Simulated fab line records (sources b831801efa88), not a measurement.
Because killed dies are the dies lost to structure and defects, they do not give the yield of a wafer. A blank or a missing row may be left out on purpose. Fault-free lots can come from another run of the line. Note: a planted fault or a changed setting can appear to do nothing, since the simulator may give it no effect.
fab line records | flow sky130
record lots=14 wafers=40 lastDay=50
route steps=708 shown FIELD_ISO@5 NWELL@63 PAD_OPEN@708
lots untouched by any fault: they come from a run of this same line in which no faults occurred
startH: hours from the record's first day to the start of the lot's first wafer shown | waitH: time in hours since the lot's previous step | " as in the row above | L1.1+2: a single row standing in for several wafers | - value missing, or start not given | * or withheld: withheld | < > ~ a bound
route shown NAME@n: NAME is a module with steps in the file, n the number in the route of the first one | usual: the fault-free wafers' mean and standard deviation | same: alike in all rows | chamber/n: place in a boat | sites: each site's reading | _std_site: the values' standard deviation | _edge_site: the outer-site mean with the inner-site mean subtracted | radiusMm: how far each site lies from the wafer's centre | mask NAME#n: copy n | behind: the most recent tool/chamber to have shaped the wafer | hold: what put the lot on hold/how long, in hours/how the hold closed | device: names the non-switching transistor (n, p or np) | end of line: tests run on the same wafers once the route is complete | where a step has no rows: the recipe by itself | killed: count of dies lost to structure and defects at first sort (not the wafer's yield) | map: per-die view of a wafer (x killed, . not killed, _ where there is no die)
set.NAME: the setting as run; set.NAME@STEP: as run at that earlier step | model.NAME: the simulator's own value behind a step, which no gauge read
a sample of lots followed through the steps of the route, with each step as a table and each wafer as a row
services: from which hour (startH, from the record's first day; less than 0 if before it) a tool's chamber was out of use, for how many hours, and why
## steps
# step SKY_FIELD_ISO_THK_MEAS_04
# recipe reads=Si3N4_of_FIELD_ISO_CVD_03
# usual FIELD_ISO_CVD_03_THK=164.5/1.4
# columns lot.wafer tool chamber startH waitH FIELD_ISO_CVD_03_THK[nm]
L571.2 filmMetro-02 - 15.89 0.0 163.8
L571.5 " - " " 163.8
L571.6 " - " " 163.3
L572.1 filmMetro-02 - 20.21 0.0 166.1
L572.3 " - " " 165.3
L572.4 " - " " 165.8
L573.3 filmMetro-02 - 24.34 0.0 167.1
L573.4 " - " " 168.2
L573.5 " - " " 166.4
L574.4 filmMetro-02 - 29.29 0.0 166.4
L574.5 " - " " 165.9
L574.6 " - " " 165.8
L577.3 filmMetro-01 - 44.38 0.0 162.5
L577.6 " - " " 163.2
L580.3 filmMetro-04 - 59.69 0.0 163.5
L580.5 " - " " 163.8
L580.6 " - " " 163.1
L581.1 filmMetro-01 - 67.78 0.0 163.9
L581.6 " - " " 164.8
L585.1 filmMetro-01 - 85.84 0.0 166.0
L585.3 " - " " 163.8
L585.5 " - " " 164.8
L588.3 filmMetro-02 - 98.73 0.0 163.4
L588.4 " - " " 163.1
L588.6 " - " " 163.5
L590.2 filmMetro-04 - 108.89 0.0 163.9
L590.4 " - " " 165.2
L590.6 " - " " 164.8
L591.3 filmMetro-02 - 114.33 0.0 166.3
L591.5 " - " " 165.7
L591.6 " - " " 164.6
L592.2 filmMetro-04 - 119.14 0.0 165.2
L592.4 " - " " 164.6
L592.6 " - " " 164.5
L593.1 filmMetro-01 - 124.28 0.0 165.2
L593.3 " - " " 165.9
L593.4 " - " " 165.6
L594.1 filmMetro-01 - 130.42 0.0 166.3
L594.3 " - " " 163.7
L594.5 " - " " 165.1
# step SKY_FIELD_ISO_ETCH_17
# recipe targetDepthA=3420 maskMaterial=Si3N4 chemistry=HBr/Cl2/O2 target=Si taperDeg=5 icpW=600 biasW=150 pressureMtorr=15 HBr_flow_sccm=150 Cl2_flow_sccm=40 O2_flow_sccm=6 timeS=97.7
# usual drypumpMotorCurrentA=5.6/0.69 heBacksideLeakSccm=2.67/0.22 oesProductAu=1.004/0.011 runLengthS=125.9/0.39 throttleValvePct=25.653/0.011
# columns lot.wafer tool chamber startH waitH drypumpMotorCurrentA heBacksideLeakSccm oesProductAu rfHoursCounterH runLengthS throttleValvePct
L571.2 rieSi-01 0 30.08 0.1 5.4 2.42 1.003 43 125.9 25.656
L571.5 " 2 " " 4.9 2.60 1.001 - 126.0 25.641
L571.6 " 0 " " 5.4 2.47 0.997 - 126.0 25.670
L572.1 rieSi-01 1 35.22 0.1 6.7 2.54 1.001 2 125.6 25.652
L572.3 " 0 " " 5.4 2.17 1.007 44 126.0 25.661
L572.4 " 1 " " 6.7 2.81 1.019 - 125.9 25.655
L573.3 rieSi-02 2 39.83 0.0 5.1 2.96 1.019 10 125.9 25.646
L573.4 " 1 " " 5.7 2.53 1.010 90 125.5 25.648
L573.5 " 2 " " 5.1 2.92 1.017 - 125.8 25.649
L574.4 rieSi-01 2 45.24 0.0 4.9 2.74 0.994 49 126.4 25.656
L574.5 " 2 " " 4.9 2.89 0.999 - 125.9 25.650
L574.6 " 1 " " 6.8 2.82 1.003 - 125.7 25.677
L577.3 rieSi-02 1 60.67 0.0 5.7 2.62 1.020 90 91.8 25.652
L577.6 " 2 " " 5.1 2.87 1.025 - 91.8 25.633
L580.3 rieSi-02 2 75.54 0.0 5.1 2.98 1.037 10 91.8 25.637
L580.5 " 2 " " 5.1 2.93 1.024 - 125.6 25.641
L580.6 " 1 " " 5.7 2.71 1.016 - 91.7 25.622
L581.1 rieSi-02 0 83.43 0.1 4.7 2.69 1.013 72 126.0 25.648
L581.6 " 2 " " 5.1 3.04 1.017 - 91.6 25.632
L585.1 rieSi-01 2 103.87 0.1 4.9 2.69 1.003 49 125.6 25.655
L585.3 " 0 " " 5.4 2.33 1.008 44 125.5 25.648
L585.5 " 2 " " 5.0 2.64 1.006 - 126.5 25.655
L588.3 rieSi-01 0 116.84 0.0 5.4 2.39 0.990 44 125.7 25.653
L588.4 " 2 " " 5.0 2.73 1.009 50 125.7 25.662
L588.6 " 0 " " 5.4 2.43 0.992 - 125.7 25.653
L590.2 rieSi-01 2 127.02 0.1 4.9 2.55 1.003 50 125.6 25.651
L590.4 " 1 " " 6.8 2.96 1.004 2 126.1 25.652
L590.6 " 2 " " 4.9 2.70 1.003 - 126.2 25.666
L591.3 rieSi-01 2 133.00 0.0 5.0 2.73 0.992 50 125.9 25.652
L591.5 " 3 " " 5.3 2.37 0.976 - 126.4 25.660
L591.6 " 0 " " 5.4 2.51 0.992 - 125.5 25.659
L592.2 rieSi-01 2 138.63 0.1 5.0 2.65 1.001 50 125.7 25.657
L592.4 " 1 " " 6.7 2.72 1.002 3 125.6 25.662
L592.6 " 0 " " 5.4 2.33 0.998 - 125.6 25.647
L593.1 rieSi-02 0 143.74 0.1 4.7 2.81 1.010 73 125.7 25.643
L593.3 " 2 " " 5.1 2.97 1.018 11 125.6 25.665
L593.4 " 1 " " 5.7 2.63 1.007 91 125.6 25.643
L594.1 rieSi-02 0 150.53 0.1 4.7 2.79 1.007 73 125.3 25.649
L594.3 " 1 " " 5.7 2.54 1.008 91 125.6 25.647
L594.5 " 3 " " 6.4 2.85 0.993 - 126.6 25.659
# step SKY_FIELD_ISO_THK_MEAS_25
# recipe reads=SiO2_of_FIELD_ISO_CVD_24
# usual FIELD_ISO_CVD_24_THK=594/5.5
# columns lot.wafer tool chamber startH waitH FIELD_ISO_CVD_24_THK[nm]
L571.2 filmMetro-02 - 32.53 0.0 599
L571.5 " - " " 602
L571.6 " - " " 605
L572.1 filmMetro-02 - 38.04 0.0 585
L572.3 " - " " 595
L572.4 " - " " 595
L573.3 filmMetro-04 - 42.51 0.1 588
L573.4 " - " " 592
L573.5 " - " " 596
L574.4 filmMetro-04 - 46.92 0.0 591
L574.5 " - " " 584
L574.6 " - " " 591
L577.3 filmMetro-04 - 67.26 0.1 596
L577.6 " - " " 603
L580.3 filmMetro-01 - 78.53 0.1 600
L580.5 " - " " 596
L580.6 " - " " 594
L581.1 filmMetro-02 - 85.45 0.0 598
L581.6 " - " " 593
L585.1 filmMetro-04 - 106.33 0.0 586
L585.3 " - " " 591
L585.5 " - " " 593
L588.3 filmMetro-01 - 120.11 0.1 592
L588.4 " - " " 592
L588.6 " - " " 589
L590.2 filmMetro-01 - 129.15 0.1 585
L590.4 " - " " 598
L590.6 " - " " 591
L591.3 filmMetro-04 - 134.68 0.1 596
L591.5 " - " " 593
L591.6 " - " " 584
L592.2 filmMetro-02 - 140.73 0.0 587
L592.4 " - " " 589
L592.6 " - " " 593
L593.1 filmMetro-01 - 145.43 0.0 587
L593.3 " - " " 591
L593.4 " - " " 596
L594.1 filmMetro-04 - 152.17 0.0 583
L594.3 " - " " 598
L594.5 " - " " 592
# step SKY_NWELL_OVL_MEAS_10
# usual NWELL_00_OVL=-0.2/1.4
# columns lot.wafer tool chamber startH waitH NWELL_00_OVL[nm]
L571.2 overlay-01 - 85.43 - -0.6
L571.5 " - " " 2.6
L571.6 " - " " 2.0
L572.1 overlay-02 - 91.42 - 0.3
L572.3 " - " " -3.4
L572.4 " - " " -2.1
L573.3 overlay-02 - 95.84 - -1.1
L573.4 " - " " 0.1
L573.5 " - " " -0.7
L574.4 overlay-02 - 99.89 - 0.0
L574.5 " - " " 0.7
L574.6 " - " " -1.1
L577.3 overlay-02 - 132.29 - -2.4
L577.6 " - " " -1.4
L580.3 overlay-02 - 140.07 - 0.2
L580.5 " - " " -0.6
L580.6 " - " " -1.2
L581.1 overlay-02 - 145.82 - -1.0
L581.6 " - " " -1.9
L585.1 overlay-01 - 169.37 - 0.7
L585.3 " - " " 1.5
L585.5 " - " " 1.1
L588.3 overlay-01 - 185.87 - -1.2
L588.4 " - " " -1.0
L588.6 " - " " -2.2
L590.2 overlay-01 - 195.98 - 1.2
L590.4 " - " " 2.6
L590.6 " - " " 0.9
L591.3 overlay-02 - 202.22 - -0.8
L591.5 " - " " -2.3
L591.6 " - " " -1.5
L592.2 overlay-02 - 206.76 - 0.5
L592.4 " - " " -1.0
L592.6 " - " " 0.9
L593.1 overlay-01 - 212.31 - 1.4
L593.3 " - " " 0.5
L593.4 " - " " 0.3
L594.1 overlay-02 - 219.21 - -0.7
L594.3 " - " " -0.8
L594.5 " - " " -2.1
# step SKY_PAD_OPEN_PROBE_99
# usual killed_at_M0_to_M3=42/7.1 killed_at_M4_up=3.3/1.9 killedAtContacts=24/5 killedAtFrontEnd=15/4.7 killedAtOther=0.3/0.61 killedDies=86/9.6 killedOpen=47/7.5 killedShort=38/6.6
# same grossDies=492 killedAtBackSide=0
# columns lot.wafer tool chamber startH waitH killed_at_M0_to_M3 killed_at_M4_up killedAtContacts killedAtFrontEnd killedAtOther killedDies killedOpen killedShort
L571.2 prober-02 - 1071.54 0.1 42 4 26 16 2 90 46 43
L571.5 prober-02 - 1071.69 0.2 44 3 27 12 0 86 49 36
L571.6 prober-02 - 1071.74 0.2 49 2 31 15 0 97 60 37
L572.1 prober-01 - 1084.13 0.1 41 3 29 9 0 82 57 25
L572.3 prober-01 - 1084.23 0.2 39 9 25 19 0 92 41 51
L572.4 prober-01 - 1084.28 0.2 33 1 22 16 1 73 33 40
L573.3 prober-02 - 1087.45 0.2 49 3 19 8 1 80 35 45
L573.4 prober-02 - 1087.50 0.2 49 6 20 10 0 85 46 39
L573.5 prober-02 - 1087.55 0.2 38 2 26 8 1 75 47 27
L574.4 prober-01 - 1088.98 0.2 39 5 22 21 1 88 45 42
L574.5 prober-01 - 1089.03 0.2 26 4 26 13 0 69 38 31
L574.6 prober-01 - 1089.08 0.2 35 1 25 21 0 82 47 35
L577.3 prober-01 - 1124.95 0.2 37 9 22 18 0 86 44 42
L577.6 prober-01 - 1125.10 0.2 52 5 19 9 1 86 46 40
L580.3 prober-01 - 1133.22 0.2 35 3 26 19 0 83 49 34
L580.5 prober-01 - 1133.32 0.2 35 4 27 15 1 82 48 34
L580.6 prober-01 - 1133.37 0.2 51 2 25 17 0 95 49 46
L581.1 prober-02 - 1141.03 0.1 37 1 21 7 1 67 37 30
L581.6 prober-02 - 1141.28 0.2 42 4 22 6 0 74 44 30
L585.1 prober-02 - 1162.57 0.1 38 4 38 15 0 95 57 38
L585.3 prober-02 - 1162.67 0.2 38 1 34 23 0 96 61 34
L585.5 prober-02 - 1162.77 0.2 55 3 27 15 1 101 57 44
L588.3 prober-01 - 1177.37 0.2 57 1 32 8 0 98 57 41
L588.4 prober-01 - 1177.42 0.2 35 3 24 18 3 83 38 44
L588.6 prober-01 - 1177.52 0.2 57 1 25 10 0 93 54 39
L590.2 prober-01 - 1181.29 0.1 51 1 22 12 0 86 41 45
L590.4 prober-01 - 1181.39 0.2 47 4 28 17 1 97 55 41
L590.6 prober-01 - 1181.49 0.2 46 2 25 20 0 93 49 44
L591.3 prober-02 - 1184.52 0.2 40 1 22 12 0 75 45 30
L591.5 prober-02 - 1184.62 0.2 36 2 20 18 0 76 36 37
L591.6 prober-02 - 1184.67 0.2 39 3 18 7 0 67 39 27
L592.2 prober-01 - 1187.13 0.1 32 5 28 18 1 84 48 36
L592.4 prober-01 - 1187.23 0.2 47 5 24 8 0 84 45 39
L592.6 prober-01 - 1187.33 0.2 38 1 21 14 0 74 50 24
L593.1 prober-02 - 1198.13 0.1 36 2 17 12 0 67 37 30
L593.3 prober-02 - 1198.23 0.2 40 6 17 17 0 80 47 33
L593.4 prober-02 - 1198.28 0.2 39 2 18 22 1 82 39 42
L594.1 prober-01 - 1200.75 0.1 30 5 26 10 1 72 45 27
L594.3 prober-01 - 1200.85 0.2 46 4 22 15 0 87 44 43
L594.5 prober-01 - 1200.95 0.2 35 4 29 16 0 84 47 37
# killed by level:class
L571.2 VIA1:geometricParticle:open=13 CONTACT:geometricParticle:short=10 CONTACT:geometricParticle:open=9 VIA3:geometricParticle:open=5 POLY_GATE:geometricParticle:short=4 VIA1:geometricParticle:short=4 VIA2:geometricParticle:open=4 VIA3:geometricParticle:short=4
L571.5 VIA1:geometricParticle:open=11 VIA3:geometricParticle:open=9 VIA1:geometricParticle:short=7 CONTACT:geometricParticle:open=7 VIA2:geometricParticle:open=6 LI_CONTACT:geometricParticle:open=6 CONTACT:geometricParticle:short=6 LOCAL_INTERCONNECT:geometricParticle:short=4
L571.6 VIA2:geometricParticle:open=12 CONTACT:geometricParticle:open=10 VIA3:geometricParticle:open=9 LI_CONTACT:geometricParticle:open=9 VIA1:geometricParticle:open=8 CONTACT:geometricParticle:short=7 FIELD_ISO:geometricParticle:short=6 METAL2:geometricParticle:short=5
L572.1 VIA1:geometricParticle:open=19 CONTACT:geometricParticle:open=17 VIA2:geometricParticle:open=5 POLY_GATE:geometricParticle:short=4 LI_CONTACT:geometricParticle:open=4 CONTACT:geometricParticle:short=4 VIA1:geometricParticle:short=4 VIA3:geometricParticle:open=4
L572.3 VIA3:geometricParticle:open=9 LOCAL_INTERCONNECT:geometricParticle:short=7 FIELD_ISO:geometricParticle:short=6 CONTACT:geometricParticle:open=6 VIA1:geometricParticle:short=6 METAL2:geometricParticle:short=6 FIELD_ISO:geometricParticle:open=5 CONTACT:geometricParticle:short=5
L572.4 CONTACT:geometricParticle:open=9 POLY_GATE:geometricParticle:short=6 LI_CONTACT:geometricParticle:open=6 VIA1:geometricParticle:short=6 METAL1:geometricParticle:short=5 METAL2:geometricParticle:short=5 VIA2:geometricParticle:open=5 FIELD_ISO:geometricParticle:short=4
L573.3 METAL2:geometricParticle:short=10 METAL1:geometricParticle:short=8 VIA2:geometricParticle:open=8 CONTACT:geometricParticle:open=7 VIA1:geometricParticle:open=6 LI_CONTACT:geometricParticle:open=5 VIA1:geometricParticle:short=5 LI_CONTACT:geometricParticle:short=3
L573.4 CONTACT:geometricParticle:open=9 METAL2:geometricParticle:short=9 VIA2:geometricParticle:open=8 VIA1:geometricParticle:open=6 VIA1:geometricParticle:short=5 VIA3:geometricParticle:open=5 VIA3:geometricParticle:short=5 POLY_GATE:geometricParticle:open=4
L573.5 CONTACT:geometricParticle:open=13 VIA2:geometricParticle:open=7 VIA3:geometricParticle:open=7 CONTACT:geometricParticle:short=6 LI_CONTACT:geometricParticle:open=5 VIA1:geometricParticle:short=5 VIA1:geometricParticle:open=5 METAL2:geometricParticle:short=3
L574.4 VIA1:geometricParticle:open=10 FIELD_ISO:geometricParticle:open=7 CONTACT:geometricParticle:open=7 VIA2:geometricParticle:open=7 METAL1:geometricParticle:short=6 METAL2:geometricParticle:short=6 LI_CONTACT:geometricParticle:open=5 FIELD_ISO:geometricParticle:short=4
L574.5 CONTACT:geometricParticle:open=12 LI_CONTACT:geometricParticle:open=7 VIA1:geometricParticle:open=6 VIA3:geometricParticle:open=5 CONTACT:geometricParticle:short=4 METAL3:geometricParticle:short=4 FIELD_ISO:geometricParticle:short=3 POLY_GATE:geometricParticle:short=3
L574.6 VIA1:geometricParticle:open=9 CONTACT:geometricParticle:open=8 LI_CONTACT:geometricParticle:open=7 VIA3:geometricParticle:open=7 FIELD_ISO:geometricParticle:open=5 LOCAL_INTERCONNECT:geometricParticle:short=5 VIA2:geometricParticle:open=5 POLY_GATE:geometricParticle:short=4
L577.3 CONTACT:geometricParticle:open=10 VIA3:geometricParticle:open=7 METAL4:geometricParticle:short=7 METAL2:geometricParticle:short=6 POLY_GATE:geometricParticle:short=5 LI_CONTACT:geometricParticle:open=5 VIA1:geometricParticle:open=5 VIA2:geometricParticle:short=4
L577.6 VIA1:geometricParticle:open=11 CONTACT:geometricParticle:open=8 VIA2:geometricParticle:open=7 VIA3:geometricParticle:open=7 LOCAL_INTERCONNECT:geometricParticle:short=5 METAL3:geometricParticle:short=5 VIA1:geometricParticle:short=4 METAL2:geometricParticle:short=4
L580.3 VIA3:geometricParticle:open=10 VIA1:geometricParticle:open=9 CONTACT:geometricParticle:short=7 FIELD_ISO:geometricParticle:open=6 LI_CONTACT:geometricParticle:open=6 CONTACT:geometricParticle:open=6 FIELD_ISO:geometricParticle:short=5 LI_CONTACT:geometricParticle:short=5
L580.5 CONTACT:geometricParticle:open=10 VIA1:geometricParticle:open=8 CONTACT:geometricParticle:short=7 VIA2:geometricParticle:open=6 LI_CONTACT:geometricParticle:open=6 FIELD_ISO:geometricParticle:short=5 VIA3:geometricParticle:open=5 FIELD_ISO:geometricParticle:open=4
L580.6 CONTACT:geometricParticle:open=11 VIA1:geometricParticle:open=9 LI_CONTACT:geometricParticle:open=7 FIELD_ISO:geometricParticle:short=6 VIA3:geometricParticle:short=6 METAL2:geometricParticle:short=6 VIA2:geometricParticle:open=6 VIA3:geometricParticle:open=6
L581.1 VIA1:geometricParticle:open=11 METAL1:geometricParticle:short=7 LI_CONTACT:geometricParticle:open=6 CONTACT:geometricParticle:open=5 CONTACT:geometricParticle:short=5 VIA3:geometricParticle:open=5 POLY_GATE:geometricParticle:open=4 LOCAL_INTERCONNECT:geometricParticle:short=4
L581.6 VIA1:geometricParticle:open=11 CONTACT:geometricParticle:open=7 LI_CONTACT:geometricParticle:open=6 VIA2:geometricParticle:open=6 LI_CONTACT:geometricParticle:short=4 METAL2:geometricParticle:open=4 METAL3:geometricParticle:short=4 VIA3:geometricParticle:open=4
L585.1 CONTACT:geometricParticle:open=16 LI_CONTACT:geometricParticle:open=10 VIA1:geometricParticle:open=10 CONTACT:geometricParticle:short=6 VIA3:geometricParticle:open=6 METAL1:geometricParticle:short=5 METAL2:geometricParticle:short=4 VIA2:geometricParticle:open=4
L585.3 CONTACT:geometricParticle:open=14 VIA1:geometricParticle:open=12 LI_CONTACT:geometricParticle:open=9 LI_CONTACT:geometricParticle:short=7 FIELD_ISO:geometricParticle:open=6 POLY_GATE:geometricParticle:short=6 VIA2:geometricParticle:open=6 POLY_GATE:geometricParticle:open=5
L585.5 VIA1:geometricParticle:open=16 LI_CONTACT:geometricParticle:open=10 METAL2:geometricParticle:short=8 FIELD_ISO:geometricParticle:short=7 CONTACT:geometricParticle:open=7 VIA3:geometricParticle:open=7 VIA2:geometricParticle:open=6 METAL1:geometricParticle:short=5
L588.3 LI_CONTACT:geometricParticle:open=12 CONTACT:geometricParticle:open=12 METAL2:geometricParticle:short=9 VIA3:geometricParticle:open=8 METAL1:geometricParticle:short=6 VIA1:geometricParticle:short=6 VIA2:geometricParticle:open=6 METAL3:geometricParticle:short=6
L588.4 LI_CONTACT:geometricParticle:open=7 VIA2:geometricParticle:open=7 LOCAL_INTERCONNECT:geometricParticle:short=6 CONTACT:geometricParticle:open=5 VIA3:geometricParticle:open=5 FIELD_ISO:geometricParticle:open=4 FIELD_ISO:geometricParticle:short=4 POLY_GATE:geometricParticle:short=4
L588.6 VIA2:geometricParticle:open=14 VIA1:geometricParticle:open=12 METAL2:geometricParticle:short=11 LI_CONTACT:geometricParticle:open=9 CONTACT:geometricParticle:open=8 VIA1:geometricParticle:short=5 LOCAL_INTERCONNECT:geometricParticle:short=4 VIA3:geometricParticle:short=4
L590.2 LI_CONTACT:geometricParticle:open=8 METAL1:geometricParticle:short=8 VIA1:geometricParticle:short=8 VIA1:geometricParticle:open=7 CONTACT:geometricParticle:open=5 VIA2:geometricParticle:short=5 LI_CONTACT:geometricParticle:short=5 METAL2:geometricParticle:short=5
L590.4 CONTACT:geometricParticle:open=14 VIA1:geometricParticle:open=11 VIA2:geometricParticle:open=9 FIELD_ISO:geometricParticle:short=8 VIA3:geometricParticle:open=8 METAL1:geometricParticle:short=6 METAL2:geometricParticle:short=6 LI_CONTACT:geometricParticle:open=5
L590.6 CONTACT:geometricParticle:open=12 VIA1:geometricParticle:open=9 VIA2:geometricParticle:open=8 METAL2:geometricParticle:short=7 FIELD_ISO:geometricParticle:open=5 VIA3:geometricParticle:open=5 CONTACT:geometricParticle:short=5 VIA1:geometricParticle:short=5
L591.3 VIA3:geometricParticle:open=9 LI_CONTACT:geometricParticle:open=7 FIELD_ISO:geometricParticle:open=6 VIA2:geometricParticle:open=6 VIA1:geometricParticle:open=6 CONTACT:geometricParticle:open=5 METAL1:geometricParticle:short=5 METAL3:geometricParticle:short=5
L591.5 METAL2:geometricParticle:short=7 LI_CONTACT:geometricParticle:open=7 CONTACT:geometricParticle:open=7 VIA1:geometricParticle:short=7 FIELD_ISO:geometricParticle:short=5 VIA3:geometricParticle:open=5 POLY_GATE:geometricParticle:short=4 VIA1:geometricParticle:open=4
L591.6 CONTACT:geometricParticle:open=7 VIA2:geometricParticle:open=7 VIA3:geometricParticle:open=6 VIA1:geometricParticle:open=6 METAL1:geometricParticle:short=5 LI_CONTACT:geometricParticle:open=5 LOCAL_INTERCONNECT:geometricParticle:short=3 VIA3:geometricParticle:short=3
L592.2 VIA1:geometricParticle:open=10 LI_CONTACT:geometricParticle:open=9 CONTACT:geometricParticle:open=8 METAL1:geometricParticle:short=6 POLY_GATE:geometricParticle:open=5 POLY_GATE:geometricParticle:short=4 LOCAL_INTERCONNECT:geometricParticle:short=4 CONTACT:geometricParticle:short=4
L592.4 VIA1:geometricParticle:open=11 VIA2:geometricParticle:open=11 CONTACT:geometricParticle:open=9 METAL1:geometricParticle:short=6 VIA3:geometricParticle:open=6 METAL4:geometricParticle:short=5 CONTACT:geometricParticle:short=5 VIA2:geometricParticle:short=5
L592.6 VIA2:geometricParticle:open=9 LI_CONTACT:geometricParticle:open=8 CONTACT:geometricParticle:open=8 VIA3:geometricParticle:open=7 VIA1:geometricParticle:open=6 METAL1:geometricParticle:short=6 VIA1:geometricParticle:short=5 FIELD_ISO:geometricParticle:open=4
L593.1 VIA2:geometricParticle:open=10 CONTACT:geometricParticle:open=7 CONTACT:geometricParticle:short=6 METAL2:geometricParticle:short=6 METAL1:geometricParticle:short=5 VIA1:geometricParticle:open=5 POLY_GATE:geometricParticle:short=4 POLY_GATE:geometricParticle:open=3
L593.3 VIA1:geometricParticle:open=9 VIA2:geometricParticle:open=7 POLY_GATE:geometricParticle:short=6 LI_CONTACT:geometricParticle:open=5 CONTACT:geometricParticle:open=5 METAL1:geometricParticle:open=4 METAL1:geometricParticle:short=4 FIELD_ISO:geometricParticle:short=3
L593.4 VIA1:geometricParticle:open=10 CONTACT:geometricParticle:open=8 POLY_GATE:geometricParticle:short=6 FIELD_ISO:geometricParticle:short=5 VIA3:geometricParticle:open=5 LI_CONTACT:geometricParticle:open=4 LOCAL_INTERCONNECT:geometricParticle:short=4 METAL1:geometricParticle:short=4
L594.1 CONTACT:geometricParticle:open=13 VIA3:geometricParticle:open=7 VIA1:geometricParticle:open=7 LI_CONTACT:geometricParticle:open=6 METAL4:geometricParticle:short=4 FIELD_ISO:geometricParticle:short=3 POLY_GATE:geometricParticle:open=3 LI_CONTACT:geometricParticle:short=3
L594.3 VIA1:geometricParticle:open=8 VIA3:geometricParticle:open=8 VIA1:geometricParticle:short=7 VIA2:geometricParticle:open=7 METAL2:geometricParticle:short=6 CONTACT:geometricParticle:open=6 POLY_GATE:geometricParticle:open=5 FIELD_ISO:geometricParticle:short=4
L594.5 CONTACT:geometricParticle:open=10 VIA1:geometricParticle:open=10 VIA3:geometricParticle:open=8 CONTACT:geometricParticle:short=7 POLY_GATE:geometricParticle:open=4 POLY_GATE:geometricParticle:short=4 LI_CONTACT:geometricParticle:short=4 LI_CONTACT:geometricParticle:open=4
## services
# columns tool chamber startH hours kind
rieSi-01 2 8.23 3.5 repair
rieSi-01 2 92.60 3.9 repair
rieSi-01 1 101.27 8.5 repair
## key
firstSign step=SKY_FIELD_ISO_ETCH_17 reading=runLengthS direction=down sigmas=87 usual=* struck=*
effect none on later readings
metAt SKY_FIELD_ISO_ETCH_17
struckLots L577,L580,L581
struckWafers L577.3,L577.6,L580.3,L580.6,L581.6
testerLeftOut L577,L580,L581
notActingAt SKY_FIELD_ISO_THK_MEAS_04,SKY_FIELD_ISO_THK_MEAS_25,SKY_NWELL_OVL_MEAS_10
onsetBetween 39.83 60.67
fault kind=processParameterDrift tool=rieSi-02 chamber=- onsetH=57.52 steps=SKY_FIELD_ISO_ETCH_17 channel=timeS offset=* shape=step endH=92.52 scope=struckWafersOnly actsIn=* stated=*
# testerLeftOut: of these lots the tester's yield and bins aren't shown, on N5 and GAA mostly nor the transistor test; their killed dies are dies lost to structure and defects alone, not to doping, threshold or leakage, so they don't give the yield
